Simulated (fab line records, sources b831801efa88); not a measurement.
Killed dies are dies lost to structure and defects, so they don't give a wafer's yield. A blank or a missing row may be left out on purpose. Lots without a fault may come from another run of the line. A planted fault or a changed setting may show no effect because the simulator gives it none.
fab line records | flow sky130
record lots=11 wafers=33 last_day=50
route steps=708 shown NWELL@81 VT_ADJUST_LVTN@106 VT_ADJUST_NCORE@128 PAD_OPEN@708
lots that met no fault: from a run of the same line without faults
start_h: hours from the record's first day to the start of the lot's first wafer shown | wait_h: hours since the lot's step before | " the same as in the row above | L1.1+2: a row that stands for several wafers | - no value, or no start given | * or withheld: withheld | < > ~ a bound
route shown NAME@n: a module of which the file shows steps, and the number in the route of the first | usual: mean/standard deviation of fault-free wafers | same: alike in all rows | chamber/n: place in a boat | sites: the reading at each site | _std_site: their standard deviation | _edge_site: outer sites' mean less inner sites' | radius_mm: how far each site lies from the wafer's centre | mask NAME#n: copy n | behind: the tool/chamber that last shaped the wafer | hold: why the lot was held/for how many hours/how that ended | device: the transistor (n, p or np) that didn't switch | end of line: the same wafers' tests at the end of the route | a step without rows: its recipe alone | killed: dies lost to structure and defects at the first sort, not the wafer's yield | map: a wafer's dies, x killed, . not, _ none there
set.NAME: the setting as run; set.NAME@STEP: as run at that earlier step | model.NAME: the simulator's own value behind a step, which no gauge read
steps of the route over a sample of lots; a table a step, a row a wafer
services: from which hour (start_h, from the record's first day; less than 0 if before it) a tool's chamber was out of use, for how many hours, and why
## steps
# step SKY_NWELL_RTA_28
# recipe temp_c=1050 time_s=30 idle_temp_c=650 ramp_up_c_per_s=150 ramp_down_c_per_s=90 ambient=N2
# usual lamp_power_pct=25.30/0.051 ramp_down_c_per_s=90.000/0.016 wafer_temp_C_max=1054.7/0.98
# columns lot.wafer tool chamber start_h wait_h lamp_power_pct ramp_down_c_per_s wafer_temp_C_max
L450.1 rtp_anneal-01 0 109.40 0.0 25.31 90.001 1056.3
L450.2 " 0 " " 25.36 89.995 1056.7
L450.3 " 0 " " 25.29 89.990 1054.4
L451.1 rtp_anneal-02 0 111.75 0.0 25.29 89.985 1053.2
L451.4 " 0 " " 25.33 90.017 1053.2
L451.5 " 0 " " 25.27 89.982 1053.8
L452.4 rtp_anneal-01 0 115.45 0.1 25.26 89.996 1053.7
L452.5 " 0 " " 25.34 89.988 1054.8
L452.6 " 0 " " 25.26 90.010 1054.8
L455.1 rtp_anneal-02 0 135.95 0.0 25.31 89.999 1056.8
L455.3 " 0 " " 25.33 90.007 1054.5
L455.4 " 0 " " 25.26 89.988 1057.4
L456.1 rtp_anneal-02 0 142.89 0.0 25.24 89.997 1055.2
L456.2 " 0 " " 25.33 89.983 1054.6
L456.4 " 0 " " 25.29 89.984 1054.1
L457.3 rtp_anneal-01 0 151.48 0.0 25.21 89.992 1052.9
L457.5 " 0 " " 25.28 90.023 1053.7
L457.6 " 0 " " 25.22 90.013 1054.3
L460.2 rtp_anneal-02 0 166.41 0.0 25.30 90.009 1053.5
L460.3 " 0 " " 25.40 90.009 1054.6
L460.4 " 0 " " 25.22 89.955 1056.6
L463.1 rtp_anneal-01 0 183.80 0.0 25.31 90.032 1054.8
L463.4 " 0 " " 25.29 90.029 1054.7
L463.5 " 0 " " 25.32 90.004 1052.9
L470.2 rtp_anneal-01 0 224.56 0.0 25.28 90.011 1054.6
L470.4 " 0 " " 25.17 89.979 1053.9
L470.5 " 0 " " 25.33 89.972 1053.5
L471.2 rtp_anneal-02 0 230.12 0.0 25.26 89.991 1055.6
L471.3 " 0 " " 25.34 89.980 1056.0
L471.4 " 0 " " 25.35 90.018 1053.7
L473.2 rtp_anneal-01 0 243.87 0.0 25.33 90.005 1053.8
L473.4 " 0 " " 25.35 90.031 1055.2
L473.6 " 0 " " 25.28 90.035 1055.0
# step SKY_VT_ADJUST_LVTN_STRIP_09
# recipe chemistry=O2/N2 power_w=1400 pressure_mtorr=1500 platen_temp_c=withheld o2_flow_sccm=3000 n2_flow_sccm=300 overash_fraction=0.5
# usual drypump_motor_current_A=5.78/0.27 n2_flow_sccm=299.9/0.87 oes_product_au=0.723/0.0048 strip_time_to_endpoint_s=37.00/0.1
# columns lot.wafer tool chamber start_h wait_h drypump_motor_current_A n2_flow_sccm oes_product_au rf_hours_counter_h strip_time_to_endpoint_s
L450.1 plasma_asher-03 1 147.34 0.1 5.89 299.8 0.723 46 37.03
L450.2 " 0 " " 5.97 300.1 0.727 46 37.16
L450.3 " 0 " " 5.98 298.8 0.722 - 37.07
L451.1 plasma_asher-03 1 151.19 0.1 5.87 299.7 0.720 47 37.11
L451.4 " 0 " " 5.99 299.3 0.724 - 36.99
L451.5 " 0 " " 5.99 299.8 0.724 - 37.08
L452.4 plasma_asher-03 0 155.38 0.1 5.95 300.1 0.719 - 36.92
L452.5 " 1 " " 5.86 300.0 0.722 - 36.98
L452.6 " 0 " " 5.96 300.5 0.723 - 36.90
L455.1 plasma_asher-03 0 176.61 0.1 5.97 299.2 0.725 50 37.14
L455.3 " 0 " " 5.95 300.7 0.735 - 37.11
L455.4 " 1 " " 5.86 300.5 0.728 - 37.15
L456.1 plasma_asher-01 0 184.11 0.1 5.87 299.2 0.721 5 36.96
L456.2 " 1 " " 5.80 302.0 0.727 5 36.98
L456.4 " 0 " " 5.88 299.6 0.722 - 36.93
L457.3 plasma_asher-03 0 193.48 0.1 5.97 299.1 0.720 - 37.12
L457.5 " 1 " " 5.87 300.0 0.729 - 37.11
L457.6 " 0 " " 5.96 299.1 0.721 - 37.07
L460.2 plasma_asher-01 1 209.14 0.1 5.80 300.9 0.720 8 37.07
L460.3 " 1 " " 5.82 299.6 0.719 - 37.07
L460.4 " 0 " " 5.87 301.2 0.728 - 37.14
L463.1 plasma_asher-03 0 228.64 0.1 5.94 300.6 0.722 55 37.18
L463.4 " 1 " " 5.85 299.4 0.727 - 36.98
L463.5 " 0 " " 5.96 299.3 0.713 - 37.05
L470.2 plasma_asher-01 0 272.53 0.1 5.88 297.8 0.721 14 36.86
L470.4 " 0 " " 5.85 299.4 0.727 - 36.88
L470.5 " 0 " " 5.86 298.3 0.718 - 36.82
L471.2 plasma_asher-03 0 279.24 0.1 5.96 301.1 0.719 60 36.96
L471.3 " 0 " " 5.99 302.1 0.721 - 36.94
L471.4 " 1 " " 5.87 300.9 0.730 - 36.95
L473.2 plasma_asher-04 0 293.63 0.1 5.74 299.7 0.723 62 37.06
L473.4 " 0 " " 5.73 300.1 0.728 - 37.11
L473.6 " 0 " " 5.72 299.2 0.719 - 37.01
# step SKY_VT_ADJUST_LVTN_STRIP_20
# recipe chemistry=O2/N2 power_w=1400 pressure_mtorr=1500 platen_temp_c=withheld o2_flow_sccm=3000 n2_flow_sccm=300 overash_fraction=0.5
# usual drypump_motor_current_A=5.7/0.33 n2_flow_sccm=299.9/0.81 oes_product_au=0.716/0.0046 strip_time_to_endpoint_s=14.20/0.042
# columns lot.wafer tool chamber start_h wait_h drypump_motor_current_A n2_flow_sccm oes_product_au rf_hours_counter_h strip_time_to_endpoint_s
L450.1 plasma_asher-01 0 167.84 0.2 5.9 301.1 0.723 4 14.28
L450.2 " 1 " " 5.8 299.9 0.714 4 14.28
L450.3 " 1 " " 5.8 299.3 0.714 - 14.28
L451.1 plasma_asher-03 0 171.04 0.1 6.0 299.2 0.710 49 14.13
L451.4 " 1 " " 5.9 297.6 0.719 - 14.16
L451.5 " 1 " " 5.9 298.6 0.708 - 14.16
L452.4 plasma_asher-01 1 176.03 0.1 5.8 300.3 0.717 - 14.24
L452.5 " 0 " " 5.9 300.0 0.713 - 14.19
L452.6 " 1 " " 5.8 299.4 0.721 - 14.21
L455.1 plasma_asher-03 0 198.18 0.1 6.0 300.2 0.720 52 14.23
L455.3 " 1 " " 5.8 299.4 0.720 - 14.16
L455.4 " 0 " " 6.0 300.2 0.714 - 14.20
L456.1 plasma_asher-03 0 205.93 0.1 6.0 300.5 0.713 53 14.22
L456.2 " 1 " " 5.9 300.1 0.720 53 14.21
L456.4 " 1 " " 5.9 299.7 0.707 - 14.21
L457.3 plasma_asher-01 1 214.69 0.1 5.8 300.3 0.710 - 14.20
L457.5 " 0 " " 5.9 301.6 0.719 - 14.15
L457.6 " 1 " " 5.8 300.2 0.720 - 14.20
L460.2 plasma_asher-04 0 232.01 0.1 5.8 300.2 0.717 56 14.15
L460.3 " 0 " " 5.7 299.9 0.722 - 14.15
L460.4 " 1 " " 5.0 298.9 0.706 - 14.16
L463.1 plasma_asher-04 1 251.78 0.1 5.1 300.6 0.719 58 14.19
L463.4 " 1 " " 5.0 301.9 0.709 - 14.15
L463.5 " 1 " " 5.0 300.3 0.714 - 14.18
L470.2 plasma_asher-04 1 298.06 0.1 5.0 300.2 0.711 62 14.22
L470.4 " 1 " " 5.0 301.2 0.712 - 14.18
L470.5 " 0 " " 5.7 300.3 0.716 - 14.18
L471.2 plasma_asher-04 1 304.86 0.1 5.0 300.3 0.721 63 14.22
L471.3 " 1 " " 5.1 301.0 0.710 - 14.24
L471.4 " 0 " " 5.7 298.5 0.717 - 14.17
L473.2 plasma_asher-04 1 319.64 0.1 5.1 301.3 0.716 65 14.18
L473.4 " 0 " " 5.7 300.2 0.725 - 14.21
L473.6 " 1 " " 5.0 299.7 0.713 - 14.17
# step SKY_VT_ADJUST_NCORE_IMPLANT_09
# recipe species=B energy_kev=10 dose_cm2=2.4e+12 tilt_deg=withheld
# usual dose_ions_cm2=2.3992e+12/2.5e+09 faraday_current_uA=13.52/0.27
# columns lot.wafer tool chamber start_h wait_h dose_ions_cm2 faraday_current_uA
L450.1 implanter-02 0 188.83 0.0 2.3942e+12 13.64
L450.2 " 0 " " 2.3944e+12 13.47
L450.3 " 0 " " 2.3964e+12 14.00
L451.1 implanter-01 0 192.28 0.0 2.4042e+12 13.38
L451.4 " 0 " " 2.3996e+12 13.12
L451.5 " 0 " " 2.4046e+12 13.61
L452.4 implanter-01 0 197.58 0.1 2.3998e+12 13.14
L452.5 " 0 " " 2.3973e+12 13.78
L452.6 " 0 " " 2.3993e+12 13.18
L455.1 implanter-03 0 220.40 0.0 2.3978e+12 13.58
L455.3 " 0 " " 2.3973e+12 13.43
L455.4 " 0 " " 2.3974e+12 13.51
L456.1 implanter-01 0 228.43 0.0 2.3997e+12 13.44
L456.2 " 0 " " 2.3983e+12 13.14
L456.4 " 0 " " 2.3978e+12 13.95
L457.3 implanter-01 0 237.90 0.1 2.3998e+12 13.21
L457.5 " 0 " " 2.4024e+12 13.64
L457.6 " 0 " " 2.4025e+12 13.19
L460.2 implanter-01 0 256.08 0.0 2.2467e+12 12.29
L460.3 " 0 " " 2.2455e+12 12.47
L460.4 " 0 " " 2.2466e+12 13.18
L463.1 implanter-01 0 276.86 0.1 2.2417e+12 12.70
L463.4 " 0 " " 2.2442e+12 12.99
L463.5 " 0 " " 2.246e+12 12.78
L470.2 implanter-02 0 324.13 0.0 2.3963e+12 13.60
L470.4 " 0 " " 2.4003e+12 14.40
L470.5 " 0 " " 2.3996e+12 13.45
L471.2 implanter-03 0 330.58 0.0 2.3989e+12 13.34
L471.3 " 0 " " 2.4003e+12 13.50
L471.4 " 0 " " 2.3982e+12 13.41
L473.2 implanter-03 0 346.85 0.0 2.3968e+12 13.81
L473.4 " 0 " " 2.3982e+12 13.88
L473.6 " 0 " " 2.3996e+12 13.60
# step SKY_PAD_OPEN_PROBE_99
# usual killed_at_M0_to_M3=41/6.2 killed_at_M4_up=3.0/1.7 killed_at_contacts=25/5.8 killed_at_front_end=16/4.5 killed_at_other=0.2/0.42 killed_dies=85/8.4 killed_on_rim=17/4.1 killed_open=46/5.9 killed_short=39/6.3
# same gross_dies=492 killed_at_back_side=0
# columns lot.wafer tool chamber start_h wait_h killed_at_M0_to_M3 killed_at_M4_up killed_at_contacts killed_at_front_end killed_at_other killed_dies killed_on_rim killed_open killed_short
L450.1 prober-02 - 1083.19 0.1 49 5 10 14 0 78 12 43 35
L450.2 prober-02 - 1083.24 0.1 38 2 31 30 0 101 17 63 38
L450.3 prober-02 - 1083.29 0.2 35 2 19 19 0 75 11 43 32
L451.1 prober-01 - 1088.66 0.1 39 4 24 12 1 80 16 55 25
L451.4 prober-01 - 1088.81 0.2 36 5 28 7 0 76 18 35 41
L451.5 prober-01 - 1088.86 0.2 28 6 26 13 0 73 12 35 38
L452.4 prober-02 - 1090.72 0.2 43 4 30 19 0 96 21 55 41
L452.5 prober-02 - 1090.77 0.2 32 4 32 19 1 88 24 46 42
L452.6 prober-02 - 1090.82 0.2 51 2 24 13 0 90 18 53 37
L455.1 prober-01 - 1111.30 0.1 39 3 37 9 0 88 13 42 46
L455.3 prober-01 - 1111.40 0.2 47 1 33 20 0 101 25 47 54
L455.4 prober-01 - 1111.45 0.2 54 2 23 20 0 99 18 48 51
L456.1 prober-02 - 1120.05 0.1 38 4 15 13 0 70 12 35 35
L456.2 prober-02 - 1120.10 0.1 40 4 25 16 0 85 16 41 44
L456.4 prober-02 - 1120.20 0.2 32 4 19 10 0 65 15 35 30
L457.3 prober-01 - 1126.49 0.2 39 1 37 20 0 97 20 45 52
L457.5 prober-01 - 1126.59 0.2 49 6 22 19 0 96 27 51 44
L457.6 prober-01 - 1126.64 0.2 37 3 27 14 0 81 13 47 34
L460.2 prober-02 - 1142.82 0.1 52 0 23 30 0 105 17 54 51
L460.3 prober-02 - 1142.87 0.2 50 3 24 12 0 89 18 45 43
L460.4 prober-02 - 1142.92 0.2 41 3 19 19 0 82 13 37 44
L463.1 prober-01 - 1159.86 0.1 47 3 23 16 0 89 21 49 38
L463.4 prober-01 - 1160.01 0.2 49 0 15 21 1 86 16 41 42
L463.5 prober-01 - 1160.06 0.2 45 5 20 16 0 86 10 47 37
L470.2 prober-01 - 1187.02 0.1 33 6 20 20 0 79 11 37 42
L470.4 prober-01 - 1187.12 0.2 42 3 25 10 0 80 13 44 36
L470.5 prober-01 - 1187.17 0.2 39 6 20 20 0 85 19 35 48
L471.2 prober-01 - 1191.62 0.1 43 5 24 25 0 97 13 45 52
L471.3 prober-01 - 1191.67 0.2 27 1 27 30 1 86 13 55 30
L471.4 prober-01 - 1191.72 0.2 30 1 26 17 1 75 11 37 37
L473.2 prober-01 - 1202.86 0.1 45 4 15 11 0 75 17 41 34
L473.4 prober-01 - 1202.96 0.2 34 2 27 14 0 77 14 45 32
L473.6 prober-01 - 1203.06 0.2 38 6 20 16 0 80 19 39 41
# killed by level:class
L450.1 VIA1:geometric_particle:open=14 VIA2:geometric_particle:open=7 VIA1:geometric_particle:short=6 METAL2:geometric_particle:short=6 FIELD_ISO:geometric_particle:open=5 VIA3:geometric_particle:open=5 FIELD_ISO:geometric_particle:short=4 METAL1:geometric_particle:short=4
L450.2 CONTACT:geometric_particle:open=13 VIA1:geometric_particle:open=12 LI_CONTACT:geometric_particle:open=8 FIELD_ISO:geometric_particle:open=7 POLY_GATE:geometric_particle:short=7 VIA2:geometric_particle:open=6 POLY_GATE:geometric_particle:open=5 LOCAL_INTERCONNECT:geometric_particle:short=5
L450.3 VIA3:geometric_particle:open=8 CONTACT:geometric_particle:open=7 POLY_GATE:geometric_particle:open=7 METAL2:geometric_particle:short=7 LOCAL_INTERCONNECT:geometric_particle:short=5 VIA2:geometric_particle:open=5 FIELD_ISO:geometric_particle:open=4 FIELD_ISO:geometric_particle:short=4
L451.1 VIA1:geometric_particle:open=16 CONTACT:geometric_particle:open=11 VIA2:geometric_particle:open=5 FIELD_ISO:geometric_particle:open=3 POLY_GATE:geometric_particle:open=3 LI_CONTACT:geometric_particle:open=3 LOCAL_INTERCONNECT:geometric_particle:short=3 LOCAL_INTERCONNECT:geometric_particle:open=3
L451.4 CONTACT:geometric_particle:open=11 VIA2:geometric_particle:open=9 CONTACT:geometric_particle:short=8 VIA1:geometric_particle:open=7 METAL2:geometric_particle:short=6 VIA2:geometric_particle:short=5 LOCAL_INTERCONNECT:geometric_particle:short=4 LI_CONTACT:geometric_particle:short=3
L451.5 CONTACT:geometric_particle:open=11 CONTACT:geometric_particle:short=5 LI_CONTACT:geometric_particle:open=4 LOCAL_INTERCONNECT:geometric_particle:short=4 VIA1:geometric_particle:short=4 VIA3:geometric_particle:short=4 VIA1:geometric_particle:open=4 FIELD_ISO:geometric_particle:short=3
L452.4 LI_CONTACT:geometric_particle:open=11 VIA3:geometric_particle:open=7 VIA1:geometric_particle:open=7 CONTACT:geometric_particle:short=6 VIA2:geometric_particle:open=6 CONTACT:geometric_particle:open=6 VIA1:geometric_particle:short=5 METAL2:geometric_particle:short=5
L452.5 LI_CONTACT:geometric_particle:open=10 CONTACT:geometric_particle:short=9 CONTACT:geometric_particle:open=8 VIA1:geometric_particle:open=7 VIA1:geometric_particle:short=7 FIELD_ISO:geometric_particle:short=5 POLY_GATE:geometric_particle:short=5 VIA2:geometric_particle:open=4
L452.6 VIA1:geometric_particle:open=15 CONTACT:geometric_particle:open=11 VIA2:geometric_particle:open=10 VIA3:geometric_particle:short=7 METAL1:geometric_particle:short=6 FIELD_ISO:geometric_particle:open=4 LI_CONTACT:geometric_particle:open=4 LOCAL_INTERCONNECT:geometric_particle:short=4
L455.1 CONTACT:geometric_particle:open=15 LOCAL_INTERCONNECT:geometric_particle:short=8 VIA3:geometric_particle:open=8 LI_CONTACT:geometric_particle:short=6 VIA1:geometric_particle:open=5 METAL2:geometric_particle:short=5 POLY_GATE:geometric_particle:short=4 METAL1:geometric_particle:short=4
L455.3 CONTACT:geometric_particle:open=15 METAL1:geometric_particle:short=9 LI_CONTACT:geometric_particle:open=8 METAL2:geometric_particle:short=6 LOCAL_INTERCONNECT:geometric_particle:short=6 VIA1:geometric_particle:open=6 VIA3:geometric_particle:short=6 METAL3:geometric_particle:short=5
L455.4 CONTACT:geometric_particle:open=9 VIA3:geometric_particle:open=9 VIA1:geometric_particle:open=8 METAL1:geometric_particle:short=8 FIELD_ISO:geometric_particle:open=7 VIA1:geometric_particle:short=6 METAL2:geometric_particle:short=6 VIA3:geometric_particle:short=6
L456.1 VIA1:geometric_particle:open=10 VIA2:geometric_particle:open=7 METAL1:geometric_particle:short=5 VIA3:geometric_particle:open=5 FIELD_ISO:geometric_particle:short=4 POLY_GATE:geometric_particle:short=4 LI_CONTACT:geometric_particle:short=4 CONTACT:geometric_particle:open=4
L456.2 CONTACT:geometric_particle:open=10 VIA1:geometric_particle:open=10 VIA3:geometric_particle:open=8 METAL1:geometric_particle:short=7 METAL2:geometric_particle:short=6 LI_CONTACT:geometric_particle:short=5 LOCAL_INTERCONNECT:geometric_particle:short=5 FIELD_ISO:geometric_particle:short=4
L456.4 CONTACT:geometric_particle:open=9 VIA2:geometric_particle:open=6 VIA1:geometric_particle:short=6 VIA3:geometric_particle:open=6 FIELD_ISO:geometric_particle:open=5 METAL1:geometric_particle:short=4 VIA3:geometric_particle:short=4 METAL4:geometric_particle:short=4
L457.3 LI_CONTACT:geometric_particle:open=15 METAL2:geometric_particle:short=11 LOCAL_INTERCONNECT:geometric_particle:short=10 VIA1:geometric_particle:open=9 FIELD_ISO:geometric_particle:short=7 CONTACT:geometric_particle:open=6 VIA1:geometric_particle:short=6 FIELD_ISO:geometric_particle:open=5
L457.5 CONTACT:geometric_particle:open=10 VIA3:geometric_particle:open=9 METAL1:geometric_particle:short=7 VIA1:geometric_particle:open=7 VIA2:geometric_particle:short=7 CONTACT:geometric_particle:short=5 POLY_GATE:geometric_particle:open=5 VIA2:geometric_particle:open=5
L457.6 CONTACT:geometric_particle:open=12 VIA2:geometric_particle:open=7 VIA1:geometric_particle:short=6 VIA1:geometric_particle:open=6 POLY_GATE:geometric_particle:open=5 LI_CONTACT:geometric_particle:open=5 LOCAL_INTERCONNECT:geometric_particle:short=5 METAL2:geometric_particle:short=5
L460.2 METAL1:geometric_particle:short=10 VIA1:geometric_particle:open=9 VIA2:geometric_particle:open=9 FIELD_ISO:geometric_particle:short=7 POLY_GATE:geometric_particle:short=7 POLY_GATE:geometric_particle:open=6 CONTACT:geometric_particle:open=6 VIA3:geometric_particle:open=6
L460.3 VIA1:geometric_particle:open=16 CONTACT:geometric_particle:open=8 POLY_GATE:geometric_particle:open=6 VIA1:geometric_particle:short=6 LOCAL_INTERCONNECT:geometric_particle:short=5 METAL2:geometric_particle:short=5 CONTACT:geometric_particle:short=4 METAL1:geometric_particle:short=4
L460.4 VIA1:geometric_particle:open=9 VIA1:geometric_particle:short=8 VIA3:geometric_particle:open=6 FIELD_ISO:geometric_particle:open=5 CONTACT:geometric_particle:short=5 CONTACT:geometric_particle:open=5 METAL2:geometric_particle:short=5 FIELD_ISO:geometric_particle:short=4
L463.1 VIA1:geometric_particle:open=11 VIA2:geometric_particle:open=8 LI_CONTACT:geometric_particle:open=7 CONTACT:geometric_particle:open=7 VIA1:geometric_particle:short=6 METAL1:geometric_particle:short=6 FIELD_ISO:geometric_particle:open=5 POLY_GATE:geometric_particle:open=4
L463.4 VIA1:geometric_particle:open=13 VIA2:geometric_particle:open=9 METAL2:geometric_particle:short=7 VIA1:geometric_particle:short=6 METAL3:geometric_particle:short=6 FIELD_ISO:geometric_particle:short=5 POLY_GATE:geometric_particle:open=5 CONTACT:geometric_particle:open=5
L463.5 CONTACT:geometric_particle:open=9 VIA3:geometric_particle:open=9 VIA1:geometric_particle:short=6 METAL2:geometric_particle:short=6 VIA2:geometric_particle:open=6 VIA1:geometric_particle:open=5 LI_CONTACT:geometric_particle:open=4 FIELD_ISO:geometric_particle:open=3
L470.2 CONTACT:geometric_particle:open=10 VIA3:geometric_particle:open=7 METAL4:geometric_particle:short=6 POLY_GATE:geometric_particle:open=5 METAL2:geometric_particle:short=5 FIELD_ISO:geometric_particle:short=4 POLY_GATE:geometric_particle:short=4 VIA2:geometric_particle:short=4
L470.4 CONTACT:geometric_particle:open=11 VIA1:geometric_particle:open=10 VIA3:geometric_particle:open=8 METAL1:geometric_particle:short=7 CONTACT:geometric_particle:short=5 VIA2:geometric_particle:open=5 FIELD_ISO:geometric_particle:open=3 FIELD_ISO:geometric_particle:short=3
L470.5 FIELD_ISO:geometric_particle:short=7 VIA2:geometric_particle:short=7 POLY_GATE:geometric_particle:short=6 CONTACT:geometric_particle:open=6 CONTACT:geometric_particle:short=5 VIA1:geometric_particle:open=5 VIA2:geometric_particle:open=5 POLY_GATE:geometric_particle:open=4
L471.2 LOCAL_INTERCONNECT:geometric_particle:short=10 METAL1:geometric_particle:short=8 VIA1:geometric_particle:open=8 METAL2:geometric_particle:short=8 POLY_GATE:geometric_particle:open=6 CONTACT:geometric_particle:open=6 FIELD_ISO:geometric_particle:short=5 FIELD_ISO:geometric_particle:open=5
L471.3 CONTACT:geometric_particle:open=11 FIELD_ISO:geometric_particle:open=9 POLY_GATE:geometric_particle:open=8 VIA2:geometric_particle:open=6 LI_CONTACT:geometric_particle:open=6 VIA1:geometric_particle:open=6 FIELD_ISO:geometric_particle:short=5 CONTACT:geometric_particle:short=5
L471.4 CONTACT:geometric_particle:open=9 CONTACT:geometric_particle:short=7 VIA3:geometric_particle:open=6 VIA1:geometric_particle:short=5 FIELD_ISO:geometric_particle:short=4 FIELD_ISO:geometric_particle:open=4 POLY_GATE:geometric_particle:short=4 LI_CONTACT:geometric_particle:open=4
L473.2 VIA1:geometric_particle:open=14 VIA2:geometric_particle:open=7 VIA1:geometric_particle:short=6 POLY_GATE:geometric_particle:short=5 VIA3:geometric_particle:open=5 CONTACT:geometric_particle:open=4 VIA2:geometric_particle:short=4 LI_CONTACT:geometric_particle:short=3
L473.4 CONTACT:geometric_particle:open=11 VIA1:geometric_particle:open=8 VIA3:geometric_particle:open=7 LI_CONTACT:geometric_particle:open=6 VIA2:geometric_particle:open=5 METAL2:geometric_particle:short=5 POLY_GATE:geometric_particle:short=4 VIA1:geometric_particle:short=4
L473.6 VIA1:geometric_particle:open=10 CONTACT:geometric_particle:open=6 FIELD_ISO:geometric_particle:short=5 METAL3:geometric_particle:short=5 METAL2:geometric_particle:short=5 METAL4:geometric_particle:short=5 FIELD_ISO:geometric_particle:open=4 LI_CONTACT:geometric_particle:open=4
## services
# columns tool chamber start_h hours kind
plasma_asher-03 - 97.22 9.6 repair
implanter-01 - 97.31 6.0 pm
plasma_asher-01 - 108.75 9.0 pm
plasma_asher-01 0 108.75 9.0 vent_cycle
plasma_asher-01 1 108.75 9.0 vent_cycle
plasma_asher-01 0 117.75 - clean
implanter-02 - 121.44 5.8 repair
implanter-01 - 122.35 2.2 repair
plasma_asher-01 - 146.34 14.6 pm
implanter-01 - 151.16 2.9 repair
plasma_asher-01 - 163.35 1.4 repair
implanter-02 - 171.90 1.0 repair
plasma_asher-04 - 176.56 2.9 repair
implanter-02 - 179.34 0.9 repair
plasma_asher-04 - 224.98 0.9 repair
implanter-02 - 265.85 18.6 repair
implanter-03 - 273.62 3.8 repair
plasma_asher-03 - 295.31 8.8 repair
implanter-01 - 313.37 5.2 repair
implanter-02 - 314.17 0.5 repair
implanter-02 - 318.46 2.1 repair
plasma_asher-01 - 325.24 2.8 repair
plasma_asher-01 - 341.39 0.8 repair
implanter-02 - 346.43 6.3 repair
## key
first_sign step=SKY_VT_ADJUST_NCORE_IMPLANT_09 reading=dose_ions_cm2 direction=down sigmas=61 usual=* struck=*
effect step=SKY_VT_ADJUST_NCORE_IMPLANT_09 reading=faraday_current_uA direction=down sigmas=2.9 usual=13.52 struck=12.73
met_at SKY_VT_ADJUST_NCORE_IMPLANT_09
struck_lots L460,L463
tester_left_out L460,L463
not_acting_at SKY_NWELL_RTA_28,SKY_VT_ADJUST_LVTN_STRIP_09,SKY_VT_ADJUST_LVTN_STRIP_20
onset_between 237.90 256.08
fault kind=process_parameter_drift tool=implanter-01 chamber=- onset_h=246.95 steps=SKY_VT_ADJUST_NCORE_IMPLANT_09 channel=dose_cm2 offset=* shape=step end_h=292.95 acts_in=* stated=*
# tester_left_out: of these lots the tester's yield and bins aren't shown, on N5 and GAA mostly nor the transistor test; their killed dies are dies lost to structure and defects alone, not to doping, threshold or leakage, so they don't give the yield
